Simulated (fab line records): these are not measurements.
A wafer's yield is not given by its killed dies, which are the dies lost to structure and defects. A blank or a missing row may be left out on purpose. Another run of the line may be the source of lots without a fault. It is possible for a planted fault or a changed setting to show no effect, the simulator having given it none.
Which tool was responsible?    flow gf180mcu    24 lots with 72 wafers sampled at 6 steps, on a route of 602 steps

## WHAT THE GAUGES READ, wafer by wafer
GF_V2_RS_MEAS_24: a four-point-probe measurement. Usual: V2_W_RS typically reads 0.327 ohm/sq, with standard deviation 0.0037.
lot   measured      on             V2_W_RS (ohm/sq)   flag
L074  day 20 00:35  film_metro-03  0.329 0.327 0.325  
L075  day 20 13:31  film_metro-01  0.323 0.321 0.320  
L076  day 20 15:01  film_metro-02  0.326 0.329 0.325  
L077  day 21 10:07  film_metro-01  0.330 0.332 0.328  
L078  day 21 16:21  film_metro-01  0.326 0.334 0.328  
L081  day 22 19:38  film_metro-01  0.332 0.328 0.331  
L079  day 22 21:50  film_metro-03  0.334 0.326 0.331  
L080  day 22 22:08  film_metro-02  0.321 0.324 0.321  
L082  day 23 07:02  film_metro-02  0.327 0.326 0.332  
L083  day 23 20:55  film_metro-03  0.323 0.330 0.332  
L084  day 23 22:45  film_metro-02  0.318 0.319 0.324  
L085  day 24 09:53  film_metro-01  0.326 0.326 0.330  
L086  day 24 14:55  film_metro-03  0.325 0.328 0.332  
L087  day 25 12:43  film_metro-03  0.324 0.325 0.327  
L088  day 25 15:42  film_metro-03  0.321 0.325 0.320  
L089  day 26 03:15  film_metro-01  0.328 0.333 0.335  
L091  day 26 14:46  film_metro-03  0.330 0.326 0.327  
L090  day 26 16:12  film_metro-02  0.330 0.326 0.332  
L092  day 26 19:17  film_metro-03  0.330 0.330 0.326  
L093  day 27 09:53  film_metro-01  0.328 0.331 0.330  
L094  day 27 10:05  film_metro-01  0.328 0.325 0.323  
L095  day 27 18:35  film_metro-02  0.324 0.329 0.329  
L096  day 27 20:20  film_metro-01  0.326 0.329 0.328  
L097  day 28 08:38  film_metro-03  0.326 0.328 0.327  

GF_V3_THK_MEAS_25: measures by xrf. Usual: V3_W_THK typically reads 365 nm, with standard deviation 4.4.
lot   measured      on             V3_W_THK (nm)  flag
L074  day 22 03:49  film_metro-01  369 369 373    
L075  day 22 16:19  film_metro-01  372 368 368    
L076  day 22 18:30  film_metro-03  358 360 361    
L077  day 23 12:05  film_metro-03  367 369 370    
L078  day 23 18:15  film_metro-03  368 367 367    
L081  day 24 19:50  film_metro-04  360 362 365    
L079  day 24 21:01  film_metro-04  356 359 355    
L080  day 24 21:26  film_metro-01  365 363 375    
L082  day 25 06:52  film_metro-04  364 363 367    
L083  day 25 19:32  film_metro-01  366 361 366    
L084  day 25 20:09  film_metro-04  365 369 363    
L085  day 26 10:40  film_metro-03  366 370 362    
L086  day 26 13:10  film_metro-04  366 362 363    
L087  day 27 09:54  film_metro-03  358 365 361    
L088  day 27 12:59  film_metro-01  362 366 366    
L089  day 27 23:02  film_metro-04  363 363 361    
L091  day 28 11:28  film_metro-03  364 370 363    
L090  day 28 12:34  film_metro-01  362 364 365    
L092  day 28 14:20  film_metro-04  356 355 360    
L093  day 29 04:32  film_metro-04  367 376 365    
L094  day 29 05:28  film_metro-04  370 364 371    
L095  day 29 12:44  film_metro-01  371 366 371    
L096  day 29 13:33  film_metro-03  368 366 368    
L097  day 30 01:59  film_metro-01  370 372 366    

GF_V4_OVL_MEAS_15. Usual: V4_OVL typically reads -1 nm, with standard deviation 5.2.
lot   measured      on          V4_OVL (nm)  flag
L074  day 24 03:07  overlay-02  1 -4 3       
L075  day 24 16:04  overlay-01  -7 -6 -5     
L076  day 24 17:22  overlay-01  0 1 3        
L077  day 25 11:55  overlay-01  10 11 12     
L078  day 25 16:12  overlay-01  -7 -6 -7     
L081  day 26 15:58  overlay-01  -6 -6 -1     
L079  day 26 16:59  overlay-01  -4 -5 -1     
L080  day 26 17:12  overlay-01  1 -2 3       
L082  day 27 02:16  overlay-01  1 -8 -2      
L083  day 27 16:28  overlay-01  -1 7 4       
L084  day 27 16:49  overlay-01  0 -3 1       
L085  day 28 04:40  overlay-01  -1 -3 -1     
L086  day 28 08:43  overlay-01  4 -4 6       
L087  day 29 03:20  overlay-01  5 7 4        
L088  day 29 06:32  overlay-01  -6 0 -4      
L089  day 29 15:07  overlay-01  -6 -3 3      
L091  day 30 03:16  overlay-01  -3 -9 -2     
L090  day 30 04:25  overlay-01  -2 2 3       
L092  day 30 06:13  overlay-01  -7 -2 -3     
L093  day 30 19:44  overlay-01  -11 -5 -16   
L094  day 30 20:53  overlay-01  -4 -9 -5     
L095  day 31 03:46  overlay-01  2 -4 -2      
L096  day 31 06:11  overlay-01  -7 -2 0      
L097  day 31 15:55  overlay-01  6 5 0        

GF_PASSIVATION_THK_MEAS_01. Usual: PASSIVATION_CVD_00_THK typically reads 1002 nm, with standard deviation 14.
lot   measured      on             PASSIVATION_CVD_00_THK (nm)  flag
L074  day 27 20:16  film_metro-02  988 1003 1006                
L075  day 28 10:57  film_metro-01  990 1015 1001                
L076  day 28 11:56  film_metro-01  999 1001 1026                
L077  day 29 03:41  film_metro-02  1003 1006 1032               
L078  day 29 08:19  film_metro-03  968 980 995                  
L081  day 30 04:32  film_metro-03  1008 1008 1020               
L079  day 30 05:55  film_metro-01  1027 1024 1015               
L080  day 30 06:42  film_metro-01  977 1000 1008                
L082  day 30 12:38  film_metro-02  987 1003 1002                
L083  day 31 01:58  film_metro-01  981 991 1001                 
L084  day 31 03:11  film_metro-03  994 975 1001                 
L085  day 31 13:13  film_metro-01  968 977 997                  
L086  day 31 16:37  film_metro-02  993 987 1010                 
L087  day 32 08:24  film_metro-03  988 985 1009                 
L088  day 32 11:34  film_metro-02  1004 1001 1008               
L089  day 32 20:23  film_metro-02  999 1005 1011                
L091  day 33 06:28  film_metro-02  1003 987 1020                
L090  day 33 08:08  film_metro-03  1001 1010 1026               
L092  day 33 08:36  film_metro-03  999 1008 1020                
L093  day 33 21:11  film_metro-01  987 989 1010                 
L094  day 33 22:09  film_metro-03  985 1007 1021                
L095  day 34 04:29  film_metro-01  994 995 991                  
L096  day 34 05:04  film_metro-02  992 986 995                  
L097  day 34 13:59  film_metro-02  1007 1014 1024               

## TOOL THAT RAN EACH LOT (tool first, then ch and the chambers of the sampled wafers, then the start)
lot   GF_M4_SPUTTER_00              GF_M4_SPUTTER_04
L074  pvd_sputter-01, day 22 04:10  pvd_sputter-01, day 22 04:21
L075  pvd_sputter-04, day 22 16:40  pvd_sputter-04, day 22 16:50
L076  pvd_sputter-04, day 22 18:52  pvd_sputter-04, day 22 19:02
L077  pvd_sputter-02, day 23 12:27  pvd_sputter-02, day 23 12:38
L078  pvd_sputter-04, day 23 18:36  pvd_sputter-04, day 23 18:47
L081  pvd_sputter-01, day 24 20:11  pvd_sputter-01, day 24 20:22
L079  pvd_sputter-04, day 24 21:35  pvd_sputter-04, day 24 21:46
L080  pvd_sputter-01, day 24 22:11  pvd_sputter-01, day 24 22:22
L082  pvd_sputter-01, day 25 07:13  pvd_sputter-01, day 25 07:24
L083  pvd_sputter-02, day 25 19:53  pvd_sputter-02, day 25 20:04
L084  pvd_sputter-01, day 25 20:31  pvd_sputter-01, day 25 20:41
L085  pvd_sputter-02, day 26 11:01  pvd_sputter-02, day 26 11:12
L086  pvd_sputter-02, day 26 13:31  pvd_sputter-02, day 26 13:41
L087  pvd_sputter-02, day 27 10:47  pvd_sputter-02, day 27 10:58
L088  pvd_sputter-01, day 27 14:05  pvd_sputter-01, day 27 14:16
L089  pvd_sputter-02, day 27 23:24  pvd_sputter-02, day 27 23:35
L091  pvd_sputter-02, day 28 11:49  pvd_sputter-02, day 28 12:00
L090  pvd_sputter-01, day 28 12:57  pvd_sputter-01, day 28 13:08
L092  pvd_sputter-04, day 28 14:40  pvd_sputter-04, day 28 14:51
L093  pvd_sputter-02, day 29 04:53  pvd_sputter-02, day 29 05:04
L094  pvd_sputter-04, day 29 06:01  pvd_sputter-04, day 29 06:12
L095  pvd_sputter-02, day 29 13:05  pvd_sputter-02, day 29 13:16
L096  pvd_sputter-04, day 29 13:55  pvd_sputter-04, day 29 14:05
L097  pvd_sputter-02, day 30 02:21  pvd_sputter-02, day 30 02:32
- GF_M4_SPUTTER_00: material Ti, target thk 37.5 nm, time 150 s.
- GF_M4_SPUTTER_04: material TiN, target thk 50 nm, time 41.7 s.

## AS READ BY THE TOOLS THEMSELVES (means over the sampled wafers that have a number; for cases with no such wafer, the mark the record gives instead)
GF_M4_SPUTTER_00. Usual: throttle_valve_pct at 30.1 %, with a standard deviation of 1.1.
lot   tool            throttle_valve_pct (%)  flag
L074  pvd_sputter-01  31.1                    
L075  pvd_sputter-04  28.4                    
L076  pvd_sputter-04  29.5                    
L077  pvd_sputter-02  30.3                    
L078  pvd_sputter-04  29.3                    
L081  pvd_sputter-01  31.1                    
L079  pvd_sputter-04  29.0                    
L080  pvd_sputter-01  31.8                    
L082  pvd_sputter-01  30.9                    
L083  pvd_sputter-02  31.1                    
L084  pvd_sputter-01  30.0                    
L085  pvd_sputter-02  30.1                    
L086  pvd_sputter-02  30.1                    
L087  pvd_sputter-02  30.0                    
L088  pvd_sputter-01  30.7                    
L089  pvd_sputter-02  30.2                    
L091  pvd_sputter-02  30.5                    
L090  pvd_sputter-01  31.1                    
L092  pvd_sputter-04  29.0                    
L093  pvd_sputter-02  30.2                    
L094  pvd_sputter-04  28.5                    
L095  pvd_sputter-02  30.5                    
L096  pvd_sputter-04  29.8                    
L097  pvd_sputter-02  30.2                    

GF_M4_SPUTTER_04. Usual: throttle_valve_pct at 30.1 %, with a standard deviation of 1.2.
lot   tool            throttle_valve_pct (%)  flag
L074  pvd_sputter-01  31.1                    
L075  pvd_sputter-04  28.3                    
L076  pvd_sputter-04  29.3                    
L077  pvd_sputter-02  30.3                    
L078  pvd_sputter-04  29.4                    
L081  pvd_sputter-01  31.3                    
L079  pvd_sputter-04  28.9                    
L080  pvd_sputter-01  31.6                    
L082  pvd_sputter-01  30.8                    
L083  pvd_sputter-02  31.2                    
L084  pvd_sputter-01  30.2                    
L085  pvd_sputter-02  30.5                    
L086  pvd_sputter-02  30.1                    
L087  pvd_sputter-02  29.9                    
L088  pvd_sputter-01  30.8                    
L089  pvd_sputter-02  30.2                    
L091  pvd_sputter-02  30.5                    
L090  pvd_sputter-01  31.1                    
L092  pvd_sputter-04  29.0                    
L093  pvd_sputter-02  30.3                    
L094  pvd_sputter-04  28.5                    
L095  pvd_sputter-02  30.5                    
L096  pvd_sputter-04  29.7                    
L097  pvd_sputter-02  30.2                    

## THE ANSWER, worked out from the rows above alone
Rule: lot off if the mean of its wafers having a number is beyond 3 standard deviations from the usual mean. Also off: a lot with no number at a reading for which 4 or more lots have one. All remaining lots with rows at the step are treated as sound. The gauges are gone through in route order, then the tools' own readings, and for those a lot's mean is taken as printed above. The first step at which some lot is off is used, and at that step the reading that is off furthest; a lot without a number counts as furthest.
Nothing can be told from this: no lot is off at any reading shown.

## WHAT WAS PUT IN BY THE SIMULATOR
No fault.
